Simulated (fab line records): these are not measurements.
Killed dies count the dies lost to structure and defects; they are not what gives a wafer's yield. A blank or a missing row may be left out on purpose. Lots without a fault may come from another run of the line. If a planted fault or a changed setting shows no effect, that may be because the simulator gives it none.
Which tool did it? + flow sky130 + 7 lots, 21 wafers sampled, at 1 step of a route of 708

== WHAT THE GAUGES READ, wafer by wafer ==
SKY_VIA2_OVL_MEAS_13.
| lot  | measured     | on         | VIA2_OVL (nm) |
|------|--------------|------------|---------------|
| L912 | day 37 00:14 | overlay-02 | -1 1 -1       |
| L915 | day 38 14:08 | overlay-02 | -2 11 10      |
| L918 | day 38 20:38 | overlay-01 | 7 -6 3        |
| L926 | day 41 06:17 | overlay-01 | -5 6 1        |
| L928 | day 41 11:13 | overlay-02 | 1 3 5         |
| L929 | day 42 11:19 | overlay-01 | 1 7 6         |
| L932 | day 42 19:50 | overlay-02 | 2 -3 2        |

== WHICH TOOL RAN EACH LOT (tool, then ch and the chambers of the sampled wafers, then the start) ==
No process step before these readings appears in the record.

== THE ANSWER, worked out from the rows above alone ==
Rule: usual is defined by the lots themselves. Put in order of their means at a reading, lots are off if they are a third of the lots or fewer, leave a main group of 4 or more, and stand apart from it by a gap of 3 or more times the standard deviation of the main group's means; of several such gaps the widest counts. The tables above print the reading to a certain number of digits; a main group whose means all agree to those digits is not used. Also off: a lot with no number at a reading for which 4 or more lots have one. The other lots that the step has rows for count as sound.
None of the lots is off at any reading shown; this tells nothing.

== WHAT THE SIMULATOR HAD INSERTED ==
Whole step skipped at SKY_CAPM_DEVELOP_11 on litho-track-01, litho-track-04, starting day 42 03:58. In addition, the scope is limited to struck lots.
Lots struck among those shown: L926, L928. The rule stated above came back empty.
